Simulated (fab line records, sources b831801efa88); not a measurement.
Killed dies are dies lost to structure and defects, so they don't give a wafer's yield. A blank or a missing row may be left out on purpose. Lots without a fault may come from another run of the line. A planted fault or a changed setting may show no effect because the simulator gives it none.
Which tool did it? | flow gf180mcu | 12 lots, 36 wafers sampled, at 1 step of a route of 602

WHAT THE GAUGES READ, wafer by wafer
GF_M3_THK_MEAS_06: measures by xrf.
lot  | measured     | on            | M3_ALCU_THK (nm)
L569 | day 20 19:30 | film_metro-03 | 451 447 442
L570 | day 21 08:46 | film_metro-01 | 437 442 430
L572 | day 21 22:41 | film_metro-03 | 444 456 455
L573 | day 22 08:19 | film_metro-03 | 452 451 457
L578 | day 24 03:34 | film_metro-03 | 449 441 448
L579 | day 24 15:36 | film_metro-04 | 446 445 435
L580 | day 24 20:45 | film_metro-03 | 444 448 443
L586 | day 26 16:18 | film_metro-03 | 445 440 447
L587 | day 26 20:16 | film_metro-03 | 439 445 432
L589 | day 27 16:15 | film_metro-03 | 460 457 458
L590 | day 27 19:36 | film_metro-03 | 454 453 440
L591 | day 28 00:09 | film_metro-04 | 442 439 435

WHICH TOOL RAN EACH LOT (tool, then ch and the chambers of the sampled wafers, then the start)
The record holds no process step before these readings.

WHAT THE TOOLS THEMSELVES READ (means of the sampled wafers that have a number; where no wafer has one, the mark that the record gives instead)
The record holds no such reading with a usual standard deviation.

THE ANSWER, worked out from the rows above alone
Rule: what is usual is taken from the lots themselves. Put in order of their means at a reading, lots are off if they are a third of the lots or fewer, leave a main group of 4 or more, and stand apart from it by a gap of 3 or more times the standard deviation of the main group's means; of several such gaps the widest counts. A main group whose means are all the same, to the digits that the tables above print for the reading, isn't used. A lot without any number at a reading at which 4 lots or more have one is off too. The other lots that the step has rows for count as sound. The gauges are gone through in route order, then the tools' own readings, and for those a lot's mean is taken as printed above. The first step at which some lot is off is used, and at that step the reading that is off furthest; a lot without a number counts as furthest.
No lot is off at any reading shown: from this, nothing can be told.

WHAT THE SIMULATOR HAD PUT IN
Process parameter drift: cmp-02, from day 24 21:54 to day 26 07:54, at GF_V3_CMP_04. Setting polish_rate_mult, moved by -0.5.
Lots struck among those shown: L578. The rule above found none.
